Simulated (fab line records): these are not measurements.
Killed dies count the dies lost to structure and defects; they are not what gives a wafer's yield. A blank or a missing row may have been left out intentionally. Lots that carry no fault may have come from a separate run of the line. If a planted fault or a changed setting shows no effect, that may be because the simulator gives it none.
fab line records / flow sfq_line
[record] lots = 6 wafers = 18 last_day = 82
route steps=325 shown I0@57 M1@58
lots that met no fault: from a run of the same line without faults
start_h: start of the lot's first displayed wafer, in hours after the record's first day / wait_h: hours elapsed since this lot's preceding step / " unchanged from the row above / L1.1+2: several wafers, shown together as one row / - no value present, or no start provided / * or withheld: withheld / < > ~ a bound
route shown NAME@n: names a module that has steps shown in the file, with the first one's number in the route / usual: average and standard deviation across the fault-free wafers / same: alike in all rows / chamber/n: place in a boat / sites: readings site by site / _std_site: their standard deviation / _edge_site: outer sites' mean less inner sites' / radius_mm: for every site, how far away it sits from the centre of the wafer / mask NAME#n: copy n / behind: the tool/chamber that last shaped the wafer / hold: reason for holding the lot/hours on hold/outcome of the hold / device: which transistor (n, p or np) failed to switch / end of line: the tests these same wafers got at the end of their route / a step without rows: its recipe alone / killed: dies that structure and defects cost at the first sort, which is not the same as the wafer's yield / map: a wafer's dies, marking killed ones x, the rest . and places with no die _
set.NAME: the setting as run; set.NAME@STEP: as run at that earlier step / model.NAME: the simulator's own value behind a step, which no gauge read
a table for each step, a row for each wafer; lots at some steps of the route
services: from which hour (start_h, from the record's first day; less than 0 if before it) a tool's chamber was out of use, for how many hours, and why
[[steps]]
[step SFQ_TRILAYER_I0_VIA_STRIP_SOLV_CLEAN_036]
[recipe] chemistry = NMP temp_c = 70 time_s = 600
[step SFQ_TRILAYER_M1_DEP_PRE_CLEAN_038]
[recipe] gas = Ar time_s = 22.5 bias_v = 250
[step SFQ_TRILAYER_M1_DEP_SPUTTER_037]
[recipe] material = Nb base_pressure_pa = 1.33e-06 chamber_pressure_pa = 0.1333 substrate_temp_c = 20 resputter_cathode_voltage_v = 400 target_thk_nm = 200 power_w = 2000 time_s = 133.3
[usual] throttle_valve_pct = 30.2/1.1
lot.wafer=L556.4 tool=pvd_sputter-05 chamber=- start_h=244.56 wait_h=0.0 throttle_valve_pct=29.7
lot.wafer=L556.5 tool=pvd_sputter-05 chamber=- start_h=244.56 wait_h=0.0 throttle_valve_pct=29.7
lot.wafer=L556.6 tool=pvd_sputter-05 chamber=- start_h=244.56 wait_h=0.0 throttle_valve_pct=30.2
lot.wafer=L560.1 tool=pvd_sputter-06 chamber=- start_h=270.96 wait_h=0.0 throttle_valve_pct=31.4
lot.wafer=L560.2 tool=pvd_sputter-06 chamber=- start_h=270.96 wait_h=0.0 throttle_valve_pct=29.3
lot.wafer=L560.3 tool=pvd_sputter-06 chamber=- start_h=270.96 wait_h=0.0 throttle_valve_pct=30.2
lot.wafer=L573.4 tool=pvd_sputter-03 chamber=- start_h=419.56 wait_h=0.0 throttle_valve_pct=29.3
lot.wafer=L573.5 tool=pvd_sputter-03 chamber=- start_h=419.56 wait_h=0.0 throttle_valve_pct=32.5
lot.wafer=L573.6 tool=pvd_sputter-03 chamber=- start_h=419.56 wait_h=0.0 throttle_valve_pct=31.0
lot.wafer=L574.2 tool=pvd_sputter-06 chamber=- start_h=424.52 wait_h=0.0 throttle_valve_pct=29.0
lot.wafer=L574.3 tool=pvd_sputter-06 chamber=- start_h=424.52 wait_h=0.0 throttle_valve_pct=29.9
lot.wafer=L574.4 tool=pvd_sputter-06 chamber=- start_h=424.52 wait_h=0.0 throttle_valve_pct=31.2
lot.wafer=L577.1 tool=pvd_sputter-05 chamber=- start_h=447.16 wait_h=0.0 throttle_valve_pct=29.4
lot.wafer=L577.3 tool=pvd_sputter-05 chamber=- start_h=447.16 wait_h=0.0 throttle_valve_pct=30.1
lot.wafer=L577.5 tool=pvd_sputter-05 chamber=- start_h=447.16 wait_h=0.0 throttle_valve_pct=29.8
lot.wafer=L578.1 tool=pvd_sputter-05 chamber=- start_h=455.56 wait_h=0.0 throttle_valve_pct=30.1
lot.wafer=L578.5 tool=pvd_sputter-05 chamber=- start_h=455.56 wait_h=0.0 throttle_valve_pct=29.6
lot.wafer=L578.6 tool=pvd_sputter-05 chamber=- start_h=455.56 wait_h=0.0 throttle_valve_pct=29.3
[step SFQ_M1_RS_MEAS_909]
[recipe] thk_meas_gauge = four-point-probe reads = Nb_of_TRILAYER_M1_DEP_SPUTTER_037
[usual] M1_NB_RS = 0.889/0.0086
lot.wafer=L556.4 tool=film_metro-03 chamber=- start_h=244.71 wait_h=0.1 M1_NB_RS[ohm/sq]=0.891
lot.wafer=L556.5 tool=film_metro-03 chamber=- start_h=244.71 wait_h=0.1 M1_NB_RS[ohm/sq]=0.896
lot.wafer=L556.6 tool=film_metro-03 chamber=- start_h=244.71 wait_h=0.1 M1_NB_RS[ohm/sq]=0.891
lot.wafer=L560.1 tool=film_metro-03 chamber=- start_h=271.05 wait_h=0.0 M1_NB_RS[ohm/sq]=0.874
lot.wafer=L560.2 tool=film_metro-03 chamber=- start_h=271.05 wait_h=0.0 M1_NB_RS[ohm/sq]=0.880
lot.wafer=L560.3 tool=film_metro-03 chamber=- start_h=271.05 wait_h=0.0 M1_NB_RS[ohm/sq]=0.885
lot.wafer=L573.4 tool=film_metro-01 chamber=- start_h=419.71 wait_h=0.1 M1_NB_RS[ohm/sq]=0.896
lot.wafer=L573.5 tool=film_metro-01 chamber=- start_h=419.71 wait_h=0.1 M1_NB_RS[ohm/sq]=0.893
lot.wafer=L573.6 tool=film_metro-01 chamber=- start_h=419.71 wait_h=0.1 M1_NB_RS[ohm/sq]=0.895
lot.wafer=L574.2 tool=film_metro-03 chamber=- start_h=424.63 wait_h=0.1 M1_NB_RS[ohm/sq]=0.890
lot.wafer=L574.3 tool=film_metro-03 chamber=- start_h=424.63 wait_h=0.1 M1_NB_RS[ohm/sq]=0.900
lot.wafer=L574.4 tool=film_metro-03 chamber=- start_h=424.63 wait_h=0.1 M1_NB_RS[ohm/sq]=0.897
lot.wafer=L577.1 tool=film_metro-03 chamber=- start_h=447.25 wait_h=0.0 M1_NB_RS[ohm/sq]=0.885
lot.wafer=L577.3 tool=film_metro-03 chamber=- start_h=447.25 wait_h=0.0 M1_NB_RS[ohm/sq]=0.889
lot.wafer=L577.5 tool=film_metro-03 chamber=- start_h=447.25 wait_h=0.0 M1_NB_RS[ohm/sq]=0.886
lot.wafer=L578.1 tool=film_metro-03 chamber=- start_h=455.65 wait_h=0.0 M1_NB_RS[ohm/sq]=0.889
lot.wafer=L578.5 tool=film_metro-03 chamber=- start_h=455.65 wait_h=0.0 M1_NB_RS[ohm/sq]=0.898
lot.wafer=L578.6 tool=film_metro-03 chamber=- start_h=455.65 wait_h=0.0 M1_NB_RS[ohm/sq]=0.895
[step SFQ_TRILAYER_M1_LITHO_COAT_044]
[recipe] resist = BARC spin_rpm = 3000 resist_thk_nm = 62
[step SFQ_TRILAYER_M1_LITHO_COAT_039]
[recipe] resist = KrF spin_rpm = 3000 resist_thk_nm = 600
[step SFQ_TRILAYER_M1_LITHO_SOFTBAKE_043]
[recipe] temp_c = withheld time_s = withheld resist = KrF
[step SFQ_TRILAYER_M1_LITHO_EXPOSE_040]
[recipe] mask_id = M1 na = 0.6 source_shape = conventional sigma_outer = 0.65 target_cd_nm = 500 dose_mj = 14.4
[step SFQ_TRILAYER_M1_LITHO_PEB_042]
[recipe] peb_temp_c = 115 peb_time_s = 60 resist = KrF
[step SFQ_TRILAYER_M1_LITHO_DEVELOP_041]
[recipe] time_s = 60 resist = KrF
[step SFQ_M1_OVL_MEAS_911]
[usual] M1_OVL = 1/4.1
lot.wafer=L556.4 tool=overlay-02 chamber=- start_h=347.56 wait_h=0.1 M1_OVL[nm]=-4
lot.wafer=L556.5 tool=overlay-02 chamber=- start_h=347.56 wait_h=0.1 M1_OVL[nm]=-4
lot.wafer=L556.6 tool=overlay-02 chamber=- start_h=347.56 wait_h=0.1 M1_OVL[nm]=3
lot.wafer=L560.1 tool=overlay-01 chamber=- start_h=377.49 wait_h=0.1 M1_OVL[nm]=0
lot.wafer=L560.2 tool=overlay-01 chamber=- start_h=377.49 wait_h=0.1 M1_OVL[nm]=3
lot.wafer=L560.3 tool=overlay-01 chamber=- start_h=377.49 wait_h=0.1 M1_OVL[nm]=-1
lot.wafer=L573.4 tool=overlay-02 chamber=- start_h=575.19 wait_h=0.1 M1_OVL[nm]=-1
lot.wafer=L573.5 tool=overlay-02 chamber=- start_h=575.19 wait_h=0.1 M1_OVL[nm]=1
lot.wafer=L573.6 tool=overlay-02 chamber=- start_h=575.19 wait_h=0.1 M1_OVL[nm]=4
lot.wafer=L574.2 tool=overlay-01 chamber=- start_h=584.78 wait_h=0.1 M1_OVL[nm]=3
lot.wafer=L574.3 tool=overlay-01 chamber=- start_h=584.78 wait_h=0.1 M1_OVL[nm]=2
lot.wafer=L574.4 tool=overlay-01 chamber=- start_h=584.78 wait_h=0.1 M1_OVL[nm]=4
lot.wafer=L577.1 tool=overlay-02 chamber=- start_h=606.37 wait_h=0.1 M1_OVL[nm]=2
lot.wafer=L577.3 tool=overlay-02 chamber=- start_h=606.37 wait_h=0.1 M1_OVL[nm]=-3
lot.wafer=L577.5 tool=overlay-02 chamber=- start_h=606.37 wait_h=0.1 M1_OVL[nm]=-5
lot.wafer=L578.1 tool=overlay-01 chamber=- start_h=612.37 wait_h=0.1 M1_OVL[nm]=-3
lot.wafer=L578.5 tool=overlay-01 chamber=- start_h=612.37 wait_h=0.1 M1_OVL[nm]=-1
lot.wafer=L578.6 tool=overlay-01 chamber=- start_h=612.37 wait_h=0.1 M1_OVL[nm]=-1
[step SFQ_TRILAYER_M1_BARC_OPEN_METAL_ETCH_054]
[recipe] mask_material = PR chemistry = O2 target_depth_nm = 125 target = BARC icp_w = 600 bias_w = 80 pressure_mtorr = 10 time_s = 41.7
[usual] drypump_motor_current_A = 5.6/0.45 oes_product_au = 0.686/0.0047 run_length_s = 69.9/0.46
lot.wafer=L556.4 tool=rie_metal-01 chamber=0 start_h=347.60 wait_h=0.0 drypump_motor_current_A=6.1 oes_product_au=0.694 rf_hours_counter_h=- run_length_s=69.1 model.KrF_of_TRILAYER_M1_LITHO_COAT_039.thk_nm=523.1
lot.wafer=L556.5 tool=rie_metal-01 chamber=1 start_h=347.60 wait_h=0.0 drypump_motor_current_A=5.5 oes_product_au=0.692 rf_hours_counter_h=- run_length_s=69.9 model.KrF_of_TRILAYER_M1_LITHO_COAT_039.thk_nm=522.8
lot.wafer=L556.6 tool=rie_metal-01 chamber=0 start_h=347.60 wait_h=0.0 drypump_motor_current_A=6.1 oes_product_au=0.692 rf_hours_counter_h=- run_length_s=69.4 model.KrF_of_TRILAYER_M1_LITHO_COAT_039.thk_nm=525.1
lot.wafer=L560.1 tool=rie_metal-04 chamber=0 start_h=377.53 wait_h=0.0 drypump_motor_current_A=5.2 oes_product_au=0.683 rf_hours_counter_h=64 run_length_s=70.5 model.KrF_of_TRILAYER_M1_LITHO_COAT_039.thk_nm=527.1
lot.wafer=L560.2 tool=rie_metal-04 chamber=1 start_h=377.53 wait_h=0.0 drypump_motor_current_A=5.0 oes_product_au=0.690 rf_hours_counter_h=156 run_length_s=70.7 model.KrF_of_TRILAYER_M1_LITHO_COAT_039.thk_nm=524.8
lot.wafer=L560.3 tool=rie_metal-04 chamber=1 start_h=377.53 wait_h=0.0 drypump_motor_current_A=5.0 oes_product_au=0.681 rf_hours_counter_h=- run_length_s=70.2 model.KrF_of_TRILAYER_M1_LITHO_COAT_039.thk_nm=524.3
lot.wafer=L573.4 tool=rie_metal-04 chamber=1 start_h=575.22 wait_h=0.0 drypump_motor_current_A=5.0 oes_product_au=0.638 rf_hours_counter_h=- run_length_s=77.7 model.KrF_of_TRILAYER_M1_LITHO_COAT_039.thk_nm=511
lot.wafer=L573.5 tool=rie_metal-04 chamber=1 start_h=575.22 wait_h=0.0 drypump_motor_current_A=5.0 oes_product_au=0.639 rf_hours_counter_h=- run_length_s=77.7 model.KrF_of_TRILAYER_M1_LITHO_COAT_039.thk_nm=513.5
lot.wafer=L573.6 tool=rie_metal-04 chamber=0 start_h=575.22 wait_h=0.0 drypump_motor_current_A=5.2 oes_product_au=0.642 rf_hours_counter_h=- run_length_s=77.6 model.KrF_of_TRILAYER_M1_LITHO_COAT_039.thk_nm=511.4
lot.wafer=L574.2 tool=rie_metal-04 chamber=1 start_h=584.81 wait_h=0.0 drypump_motor_current_A=5.0 oes_product_au=0.646 rf_hours_counter_h=15 run_length_s=77.8 model.KrF_of_TRILAYER_M1_LITHO_COAT_039.thk_nm=510.2
lot.wafer=L574.3 tool=rie_metal-04 chamber=0 start_h=584.81 wait_h=0.0 drypump_motor_current_A=5.3 oes_product_au=0.638 rf_hours_counter_h=- run_length_s=77.5 model.KrF_of_TRILAYER_M1_LITHO_COAT_039.thk_nm=512.8
lot.wafer=L574.4 tool=rie_metal-04 chamber=1 start_h=584.81 wait_h=0.0 drypump_motor_current_A=5.0 oes_product_au=0.636 rf_hours_counter_h=- run_length_s=77.7 model.KrF_of_TRILAYER_M1_LITHO_COAT_039.thk_nm=510.6
lot.wafer=L577.1 tool=rie_metal-01 chamber=0 start_h=606.41 wait_h=0.0 drypump_motor_current_A=6.1 oes_product_au=0.683 rf_hours_counter_h=90 run_length_s=69.7 model.KrF_of_TRILAYER_M1_LITHO_COAT_039.thk_nm=522.4
lot.wafer=L577.3 tool=rie_metal-01 chamber=1 start_h=606.41 wait_h=0.0 drypump_motor_current_A=5.5 oes_product_au=0.685 rf_hours_counter_h=- run_length_s=70.1 model.KrF_of_TRILAYER_M1_LITHO_COAT_039.thk_nm=521.5
lot.wafer=L577.5 tool=rie_metal-01 chamber=0 start_h=606.41 wait_h=0.0 drypump_motor_current_A=6.1 oes_product_au=0.688 rf_hours_counter_h=- run_length_s=69.3 model.KrF_of_TRILAYER_M1_LITHO_COAT_039.thk_nm=521.5
lot.wafer=L578.1 tool=rie_metal-01 chamber=0 start_h=612.41 wait_h=0.0 drypump_motor_current_A=6.1 oes_product_au=0.689 rf_hours_counter_h=91 run_length_s=69.7 model.KrF_of_TRILAYER_M1_LITHO_COAT_039.thk_nm=524
lot.wafer=L578.5 tool=rie_metal-01 chamber=1 start_h=612.41 wait_h=0.0 drypump_motor_current_A=5.5 oes_product_au=0.680 rf_hours_counter_h=- run_length_s=70.1 model.KrF_of_TRILAYER_M1_LITHO_COAT_039.thk_nm=522.6
lot.wafer=L578.6 tool=rie_metal-01 chamber=0 start_h=612.41 wait_h=0.0 drypump_motor_current_A=6.1 oes_product_au=0.687 rf_hours_counter_h=- run_length_s=69.3 model.KrF_of_TRILAYER_M1_LITHO_COAT_039.thk_nm=523.3
[step SFQ_TRILAYER_M1_ETCH_METAL_ETCH_042]
[recipe] target = Nb stop_on = SiO2 mask_material = PR chemistry = Cl2/Ar target_depth_nm = 240 icp_w = 600 bias_w = 80 pressure_mtorr = 10 time_s = 120
[usual] drypump_motor_current_A = 5.6/0.45 oes_product_au = 0.895/0.0062 run_length_s = 148.2/0.47
lot.wafer=L556.4 tool=rie_metal-01 chamber=0 start_h=347.68 wait_h=0.1 drypump_motor_current_A=6.1 oes_product_au=0.901 rf_hours_counter_h=- run_length_s=147.7 model.KrF_of_TRILAYER_M1_LITHO_COAT_039.thk_nm=383.5
lot.wafer=L556.5 tool=rie_metal-01 chamber=1 start_h=347.68 wait_h=0.1 drypump_motor_current_A=5.5 oes_product_au=0.891 rf_hours_counter_h=- run_length_s=148.5 model.KrF_of_TRILAYER_M1_LITHO_COAT_039.thk_nm=384.1
lot.wafer=L556.6 tool=rie_metal-01 chamber=0 start_h=347.68 wait_h=0.1 drypump_motor_current_A=6.1 oes_product_au=0.897 rf_hours_counter_h=- run_length_s=147.4 model.KrF_of_TRILAYER_M1_LITHO_COAT_039.thk_nm=386.9
lot.wafer=L560.1 tool=rie_metal-04 chamber=0 start_h=377.58 wait_h=0.0 drypump_motor_current_A=5.2 oes_product_au=0.908 rf_hours_counter_h=64 run_length_s=148.2 model.KrF_of_TRILAYER_M1_LITHO_COAT_039.thk_nm=384.1
lot.wafer=L560.2 tool=rie_metal-04 chamber=1 start_h=377.58 wait_h=0.0 drypump_motor_current_A=5.0 oes_product_au=0.906 rf_hours_counter_h=156 run_length_s=148.7 model.KrF_of_TRILAYER_M1_LITHO_COAT_039.thk_nm=382.6
lot.wafer=L560.3 tool=rie_metal-04 chamber=1 start_h=377.58 wait_h=0.0 drypump_motor_current_A=5.0 oes_product_au=0.897 rf_hours_counter_h=- run_length_s=148.6 model.KrF_of_TRILAYER_M1_LITHO_COAT_039.thk_nm=381.5
lot.wafer=L573.4 tool=rie_metal-04 chamber=1 start_h=575.31 wait_h=0.1 drypump_motor_current_A=5.0 oes_product_au=0.883 rf_hours_counter_h=- run_length_s=148.4 model.KrF_of_TRILAYER_M1_LITHO_COAT_039.thk_nm=367.8
lot.wafer=L573.5 tool=rie_metal-04 chamber=1 start_h=575.31 wait_h=0.1 drypump_motor_current_A=5.0 oes_product_au=0.896 rf_hours_counter_h=- run_length_s=148.7 model.KrF_of_TRILAYER_M1_LITHO_COAT_039.thk_nm=371.5
lot.wafer=L573.6 tool=rie_metal-04 chamber=0 start_h=575.31 wait_h=0.1 drypump_motor_current_A=5.3 oes_product_au=0.897 rf_hours_counter_h=- run_length_s=148.4 model.KrF_of_TRILAYER_M1_LITHO_COAT_039.thk_nm=369.1
lot.wafer=L574.2 tool=rie_metal-04 chamber=1 start_h=584.86 wait_h=0.0 drypump_motor_current_A=5.0 oes_product_au=0.897 rf_hours_counter_h=15 run_length_s=149.1 model.KrF_of_TRILAYER_M1_LITHO_COAT_039.thk_nm=368.4
lot.wafer=L574.3 tool=rie_metal-04 chamber=0 start_h=584.86 wait_h=0.0 drypump_motor_current_A=5.3 oes_product_au=0.901 rf_hours_counter_h=- run_length_s=148.2 model.KrF_of_TRILAYER_M1_LITHO_COAT_039.thk_nm=368
lot.wafer=L574.4 tool=rie_metal-04 chamber=1 start_h=584.86 wait_h=0.0 drypump_motor_current_A=5.0 oes_product_au=0.895 rf_hours_counter_h=- run_length_s=148.4 model.KrF_of_TRILAYER_M1_LITHO_COAT_039.thk_nm=366.6
lot.wafer=L577.1 tool=rie_metal-01 chamber=0 start_h=606.46 wait_h=0.0 drypump_motor_current_A=6.1 oes_product_au=0.902 rf_hours_counter_h=90 run_length_s=147.4 model.KrF_of_TRILAYER_M1_LITHO_COAT_039.thk_nm=380.7
lot.wafer=L577.3 tool=rie_metal-01 chamber=1 start_h=606.46 wait_h=0.0 drypump_motor_current_A=5.5 oes_product_au=0.903 rf_hours_counter_h=- run_length_s=148.7 model.KrF_of_TRILAYER_M1_LITHO_COAT_039.thk_nm=380.5
lot.wafer=L577.5 tool=rie_metal-01 chamber=0 start_h=606.46 wait_h=0.0 drypump_motor_current_A=6.1 oes_product_au=0.894 rf_hours_counter_h=- run_length_s=147.3 model.KrF_of_TRILAYER_M1_LITHO_COAT_039.thk_nm=379.3
lot.wafer=L578.1 tool=rie_metal-01 chamber=0 start_h=612.46 wait_h=0.0 drypump_motor_current_A=6.1 oes_product_au=0.901 rf_hours_counter_h=91 run_length_s=147.8 model.KrF_of_TRILAYER_M1_LITHO_COAT_039.thk_nm=383.5
lot.wafer=L578.5 tool=rie_metal-01 chamber=1 start_h=612.46 wait_h=0.0 drypump_motor_current_A=5.5 oes_product_au=0.895 rf_hours_counter_h=- run_length_s=148.5 model.KrF_of_TRILAYER_M1_LITHO_COAT_039.thk_nm=382.7
lot.wafer=L578.6 tool=rie_metal-01 chamber=0 start_h=612.46 wait_h=0.0 drypump_motor_current_A=6.1 oes_product_au=0.887 rf_hours_counter_h=- run_length_s=147.3 model.KrF_of_TRILAYER_M1_LITHO_COAT_039.thk_nm=383.8
[step SFQ_TRILAYER_M1_STRIP_STRIP_043]
[recipe] gas = O2 power_w = 200 platen_temp_c = 40 overash_fraction = 0.65 chemistry = O2 pressure_mtorr = 50
[usual] drypump_motor_current_A = 5.6/0.45 oes_product_au = 1.001/0.0075
lot.wafer=L556.4 tool=rie_metal-01 chamber=0 start_h=347.96 wait_h=0.2 drypump_motor_current_A=6.1 oes_product_au=1.004 rf_hours_counter_h=-
lot.wafer=L556.5 tool=rie_metal-01 chamber=1 start_h=347.96 wait_h=0.2 drypump_motor_current_A=5.5 oes_product_au=1.005 rf_hours_counter_h=-
lot.wafer=L556.6 tool=rie_metal-01 chamber=0 start_h=347.96 wait_h=0.2 drypump_motor_current_A=6.1 oes_product_au=1.006 rf_hours_counter_h=-
lot.wafer=L560.1 tool=rie_metal-04 chamber=0 start_h=377.71 wait_h=0.1 drypump_motor_current_A=5.2 oes_product_au=0.986 rf_hours_counter_h=64
lot.wafer=L560.2 tool=rie_metal-04 chamber=1 start_h=377.71 wait_h=0.1 drypump_motor_current_A=5.0 oes_product_au=0.994 rf_hours_counter_h=157
lot.wafer=L560.3 tool=rie_metal-04 chamber=1 start_h=377.71 wait_h=0.1 drypump_motor_current_A=5.0 oes_product_au=0.993 rf_hours_counter_h=-
lot.wafer=L573.4 tool=rie_metal-04 chamber=1 start_h=575.59 wait_h=0.2 drypump_motor_current_A=5.0 oes_product_au=1.011 rf_hours_counter_h=-
lot.wafer=L573.5 tool=rie_metal-04 chamber=1 start_h=575.59 wait_h=0.2 drypump_motor_current_A=5.0 oes_product_au=1.017 rf_hours_counter_h=-
lot.wafer=L573.6 tool=rie_metal-04 chamber=0 start_h=575.59 wait_h=0.2 drypump_motor_current_A=5.2 oes_product_au=1.016 rf_hours_counter_h=-
lot.wafer=L574.2 tool=rie_metal-04 chamber=1 start_h=584.99 wait_h=0.1 drypump_motor_current_A=5.0 oes_product_au=0.997 rf_hours_counter_h=15
lot.wafer=L574.3 tool=rie_metal-04 chamber=0 start_h=584.99 wait_h=0.1 drypump_motor_current_A=5.2 oes_product_au=1.012 rf_hours_counter_h=-
lot.wafer=L574.4 tool=rie_metal-04 chamber=1 start_h=584.99 wait_h=0.1 drypump_motor_current_A=5.0 oes_product_au=0.998 rf_hours_counter_h=-
lot.wafer=L577.1 tool=rie_metal-01 chamber=0 start_h=606.59 wait_h=0.1 drypump_motor_current_A=6.1 oes_product_au=0.990 rf_hours_counter_h=90
lot.wafer=L577.3 tool=rie_metal-01 chamber=1 start_h=606.59 wait_h=0.1 drypump_motor_current_A=5.5 oes_product_au=0.992 rf_hours_counter_h=-
lot.wafer=L577.5 tool=rie_metal-01 chamber=0 start_h=606.59 wait_h=0.1 drypump_motor_current_A=6.1 oes_product_au=1.006 rf_hours_counter_h=-
lot.wafer=L578.1 tool=rie_metal-01 chamber=0 start_h=612.59 wait_h=0.1 drypump_motor_current_A=6.1 oes_product_au=1.002 rf_hours_counter_h=91
lot.wafer=L578.5 tool=rie_metal-01 chamber=1 start_h=612.59 wait_h=0.1 drypump_motor_current_A=5.5 oes_product_au=1.010 rf_hours_counter_h=-
lot.wafer=L578.6 tool=rie_metal-01 chamber=0 start_h=612.59 wait_h=0.1 drypump_motor_current_A=6.1 oes_product_au=1.003 rf_hours_counter_h=-
[[services]]
tool=rie_metal-01 chamber=- start_h=234.18 hours=1.4 kind=pm
tool=pvd_sputter-03 chamber=- start_h=241.48 hours=3.8 kind=repair
tool=pvd_sputter-03 chamber=- start_h=251.12 hours=5.0 kind=repair
tool=rie_metal-01 chamber=- start_h=311.71 hours=1.2 kind=repair
tool=pvd_sputter-03 chamber=- start_h=368.37 hours=2.2 kind=repair
tool=rie_metal-01 chamber=1 start_h=376.36 hours=- kind=clean
tool=rie_metal-01 chamber=1 start_h=376.36 hours=21.7 kind=scheduled_down
tool=rie_metal-01 chamber=1 start_h=376.36 hours=21.7 kind=vent_cycle
tool=pvd_sputter-06 chamber=- start_h=381.45 hours=3.4 kind=repair
tool=pvd_sputter-06 chamber=- start_h=412.93 hours=2.1 kind=repair
tool=pvd_sputter-05 chamber=- start_h=413.23 hours=1.2 kind=repair
tool=pvd_sputter-05 chamber=- start_h=426.64 hours=8.0 kind=repair
tool=rie_metal-01 chamber=1 start_h=429.38 hours=7.9 kind=repair
tool=pvd_sputter-05 chamber=- start_h=463.92 hours=2.9 kind=repair
tool=rie_metal-04 chamber=1 start_h=476.96 hours=- kind=clean
tool=rie_metal-04 chamber=1 start_h=476.96 hours=11.5 kind=scheduled_down
tool=pvd_sputter-06 chamber=- start_h=513.38 hours=13.6 kind=repair
tool=pvd_sputter-03 chamber=- start_h=534.89 hours=7.2 kind=repair
tool=pvd_sputter-06 chamber=- start_h=536.26 hours=5.8 kind=repair
tool=pvd_sputter-05 chamber=- start_h=552.67 hours=10.8 kind=repair
tool=rie_metal-04 chamber=1 start_h=564.81 hours=3.6 kind=repair
tool=pvd_sputter-05 chamber=- start_h=595.01 hours=3.6 kind=repair
tool=pvd_sputter-05 chamber=- start_h=596.20 hours=8.8 kind=repair
tool=rie_metal-04 chamber=- start_h=607.04 hours=2.2 kind=repair
[[key]]
[first_sign] step = SFQ_TRILAYER_M1_BARC_OPEN_METAL_ETCH_054 reading = run_length_s direction = up sigmas = 17 usual = * struck = *
[effect] step = SFQ_TRILAYER_M1_BARC_OPEN_METAL_ETCH_054 reading = oes_product_au direction = down sigmas = 9.7 usual = 0.686 struck = 0.640
[model_effect] step = SFQ_TRILAYER_M1_BARC_OPEN_METAL_ETCH_054 value = KrF_of_TRILAYER_M1_LITHO_COAT_039.thk_nm without = 520.9 struck = 511.6
[model_effect] step = SFQ_TRILAYER_M1_ETCH_METAL_ETCH_042 value = KrF_of_TRILAYER_M1_LITHO_COAT_039.thk_nm without = 377.9 struck = 368.5
met_at SFQ_TRILAYER_M1_BARC_OPEN_METAL_ETCH_054
struck_wafers L573.4,L573.5,L573.6,L574.2,L574.3,L574.4
onset_between 377.53 575.22
[fault] kind = process_parameter_drift tool = rie_metal-04 chamber = - onset_h = 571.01 steps = SFQ_TRILAYER_M1_BARC_OPEN_METAL_ETCH_054 channel = time_s offset = * shape = step end_h = 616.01 acts_in = * stated = *
